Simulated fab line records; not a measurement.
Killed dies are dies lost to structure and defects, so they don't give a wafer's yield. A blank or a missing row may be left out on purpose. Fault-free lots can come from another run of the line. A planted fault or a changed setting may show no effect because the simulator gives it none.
One fault seen from 2 desks	flow sky130	each desk has only its own numbers; what lay behind them comes last

== FROM THE METROLOGY DESK ==
What the gauges read, lot by lot, whatever tool the lot ran on: means of the sampled wafers that have a number. A lot is out of limits, marked OUT, if its mean lies more than 4 standard deviations from the usual mean; the brackets give that distance.
Columns: A = GATE_OXIDE_TW at SKY_GATE_OXIDE_TW_MEAS_14, usual 224.4; B = LDD_HVP_TW at SKY_LDD_HVP_TW_MEAS_10, usual 457; C = VIA1_W_RS at SKY_VIA1_RS_MEAS_22, usual 0.429 ohm/sq; D = PASSIVATION_CVD_00_THK at SKY_PASSIVATION_THK_MEAS_01, usual 89.6 nm
lot	first seen here	A	B	C	D
L418	day 14 19:17	222.0	461	0.429	89.5
L420	day 14 23:23	222.1	457	0.424	90.4
L419	day 14 23:25	225.0	455	0.429	89.6
L422	day 16 10:17	224.9	456	0.433	89.0
L426	day 16 22:48	225.1	453	0.427	91.4
L428	day 18 09:44	222.7	454	0.433	89.4
L429	day 18 10:47	225.1	461	0.427	91.2
L435	day 20 00:35	225.5	452	0.432	122.8 (+26) OUT
L437	day 20 22:05	226.3	459	0.429	100.3 (+8.2) OUT
L438	day 21 02:59	226.4	462	0.428	89.5
L439	day 21 07:25	223.3	461	0.427	87.8
L440	day 21 17:35	226.9	454	0.432	90.7
Per this desk, out of limits: L435, L437; the first was L435, day 48 10:01 (PASSIVATION_CVD_00_THK at SKY_PASSIVATION_THK_MEAS_01). L418, L420, L419, L422, L426, L428, L429, L438, L439, L440 stayed within limits.

== THE TOOL OWNER'S DESK: pecvd-01 ==
The tool's own readings at SKY_PASSIVATION_CVD_00 (deposits SiO2, target thk 90 nm): means of the sampled wafers that have a number, for each lot that ran on this tool. A lot is out of limits, marked OUT, if its mean lies more than 4 standard deviations from the usual mean; the brackets give that distance.
Columns: A = heater-power-w at SKY_PASSIVATION_CVD_00, usual 670 W; B = rf-fwd-power-W at SKY_PASSIVATION_CVD_00, usual 589.0 W
lot	first seen here	A	B
L418	day 44 19:58	541	591.1
L426	day 46 07:18	645	590.9
L435	day 48 09:58	634	588.3
L437	day 48 22:02	701	590.6
This desk's verdict: no lot among the 4 shows anything out of limits.

== TAKEN TOGETHER ==
At day 48 10:01 the metrology desk could have sounded an alarm, on L435, L437.
Nothing out of limits was seen by the tool owner's desk.
Tool owner's desk: L435, L437 on record, inside its limits.
All the named lots went through SKY_PASSIVATION_CVD_00 on pecvd-01.

== WHAT THE SIMULATOR HAD INSERTED ==
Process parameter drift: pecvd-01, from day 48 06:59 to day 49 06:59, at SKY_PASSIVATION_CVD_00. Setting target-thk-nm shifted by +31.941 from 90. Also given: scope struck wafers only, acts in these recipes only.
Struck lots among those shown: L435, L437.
Per desk, hours elapsed from the start of the fault to the first reading out of limits: for the metrology desk, 3.
